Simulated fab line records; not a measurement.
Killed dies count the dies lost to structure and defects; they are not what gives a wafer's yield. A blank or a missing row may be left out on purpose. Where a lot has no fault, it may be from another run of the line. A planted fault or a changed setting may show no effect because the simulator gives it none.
Chamber matching | flow sfq-line | SFQ_TRILAYER_I7_CMP_CMP_184 on cmp-01: 4 sister chambers
The step polishes SiO2. 16 wafers are shown with their chamber, then 8 later ones without.

## WAFERS, EACH WITH ITS CHAMBER
wafer  | chamber | motor-current-A (A) | platen-rpm (rpm) | time-to-endpoint-s (s)
L428.3 | 1       | 9.6                 | 60.01            | 222
L428.4 | 3       | 10.3                | 60.02            | 222
L428.6 | 2       | 9.7                 | 59.99            | 225
L429.3 | 0       | 8.8                 | 59.97            | 231
L429.4 | 3       | 10.3                | 59.99            | 235
L429.5 | 2       | 10.4                | 60.03            | 236
L431.2 | 0       | 8.8                 | 59.99            | 223
L431.5 | 1       | 9.4                 | 60.01            | 224
L431.6 | 0       | 9.0                 | 60.02            | 220
L438.2 | 3       | 11.2                | 59.98            | 219
L438.3 | 2       | 9.6                 | 60.02            | 223
L438.5 | 1       | 9.4                 | 60.00            | 218
L440.4 | 0       | 8.6                 | 60.00            | 215
L440.1 | 3       | 10.9                | 60.03            | 214
L440.3 | 2       | 9.8                 | 59.97            | 213
L443.3 | 3       | 10.6                | 59.95            | 207

SIGNATURES (means of the wafers above)
reading            | chamber 0 | chamber 1 | chamber 2 | chamber 3 | scatter within a chamber
motor-current-A    | 8.800     | 9.467     | 9.875     | 10.660    | 0.304
platen-rpm         | 59.9950   | 60.0067   | 60.0025   | 59.9940   | 0.0254
time-to-endpoint-s | 222.25    | 221.33    | 224.25    | 219.40    | 8.43
Rule: a wafer lies at a distance from a chamber equal to the root of the sum of squares, over the readings, of (its reading less the chamber's mean, divided by the reading's scatter). The wafer belongs to the nearest chamber; if the next one is less than 2 further off, it can't be placed. How the scatter is found: for the shown wafers, subtract from each reading the mean of its chamber, square and add these, divide the total by (wafers less chambers), then take the root.

## WAFERS WHOSE CHAMBER IS MISSING
wafer  | motor-current-A (A) | platen-rpm (rpm) | time-to-endpoint-s (s)
L443.4 | 9.5                 | 59.96            | 223
L443.6 | 9.6                 | 60.01            | 217
L448.2 | 9.9                 | 60.03            | 212
L448.4 | 9.1                 | 60.03            | 214
L448.5 | 9.8                 | 60.05            | 220
L450.1 | 9.1                 | 60.01            | 210
L450.3 | 9.5                 | 60.02            | 219
L450.5 | 8.7                 | 59.97            | 211

## WHICH CHAMBER EACH WENT THROUGH
wafer  | from the rows above               | in truth
L443.4 | can't be placed: 1 or 2 or 0      | 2
L443.6 | can't be placed: 1 or 2           | 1
L448.2 | can't be placed: 2 or 1 or 3      | 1
L448.4 | can't be placed: 1 or 0 or 2      | 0
L448.5 | can't be placed: 2 or 1 or 3 or 0 | 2
L450.1 | can't be placed: 1 or 0 or 2      | 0
L450.3 | can't be placed: 1 or 2 or 0      | 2
L450.5 | can't be placed: 0 or 1           | 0
Correct placement for 0 of the 8. From these rows, 8 cannot be placed; in 8 the true chamber is one of the candidates. Placed wrongly: 0.
